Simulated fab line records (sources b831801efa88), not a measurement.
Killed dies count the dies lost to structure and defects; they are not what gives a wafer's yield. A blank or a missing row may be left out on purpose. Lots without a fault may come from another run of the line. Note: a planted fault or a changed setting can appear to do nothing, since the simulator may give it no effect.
Code-filled problem report in 8D (eight disciplines) form || flow sky130 || the parts of the form that need people (team, actions taken, sign-off) are left out

== 1. PROBLEM STATEMENT ==
At SKY_NWELL_IMPLANT_12, beam energy keV averages 111.74 over 6 wafers from 2 lots, while fault-free wafers read 120.01, standard deviation 0.034. So: -99 or more standard deviations from the usual mean.
Earliest sighting: wafer L988.2 on implanter-02 at day 9 18:56. The record has a number at this step for 39 wafers belonging to 13 lots. The rule behind "out" and "out of limits": a value lying over 4 standard deviations away from the usual mean. All remaining wafers that have a number are taken as sound.

== 2. WHAT IT IS; WHAT IT IS NOT ==
{"question": "which readings at this step", "is": "beam energy keV", "is not": "end station pressure torr"}
{"question": "which lots", "is": "L988, L990", "is not": "L967, L968, L969, L970, L971, L972, L976, L979, L982, L983, L984"}
{"question": "which wafers of those lots", "is": "all that have a number", "is not": "-"}
{"question": "read on which tools", "is": "implanter-02", "is not": "implanter-01, implanter-03"}
{"question": "when", "is": "from day 9 18:56", "is not": "up to then (33 sound wafers)"}

== 3. WHAT RULES OUT EACH SUSPECT ==
Counting: any tool at a process step up to the reading is kept as a suspect provided that every lot that is out went through it and no sound lot did after the first of them.
- implanter-02 at SKY_NWELL_IMPLANT_12: kept. All lots that are out passed through it, beginning with L988 at day 9 18:56, and no sound lot followed; its final sound lot before that point was L979 at day 7 12:13. Its own beam energy keV readings are out on those wafers.
The count leaves implanter-02 at SKY_NWELL_IMPLANT_12.

== 4. THE CAUSE (what the simulator had put in) ==
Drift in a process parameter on implanter-02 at SKY_NWELL_IMPLANT_12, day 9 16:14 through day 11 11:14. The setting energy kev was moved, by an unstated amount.
Counting left only this tool.

== 5. THE EFFECT CHAIN, in route order ==
Each row: a reading whose mean over the struck wafers that have a number lies more than 3 standard deviations from the usual. Only readings for which the record gives a usual standard deviation are gone through. hours: the time from each lot's start at the first step in this table that gives one to its start at this step, as a median over the lots. sigmas: the change in usual standard deviations.
{"hours": 0, "step": "SKY_NWELL_IMPLANT_12", "reading": "beam energy keV", "usual": 120.01, "on struck wafers": 111.74, "change": -8.27, "sigmas": "-99 or more"}
The process steps in it:
- SKY_NWELL_IMPLANT_12
Later steps that measure or inspect, where all struck wafers having a row at the step show a number for every such reading and not one has moved that far: SKY_SONOS_ONO_CD_MEAS_13.

== 6. HOW IT WOULD HAVE BEEN CAUGHT EARLIER ==
In this record no reading fell out of limits until day 9 18:56, 3 hours after the fault had begun at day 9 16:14.
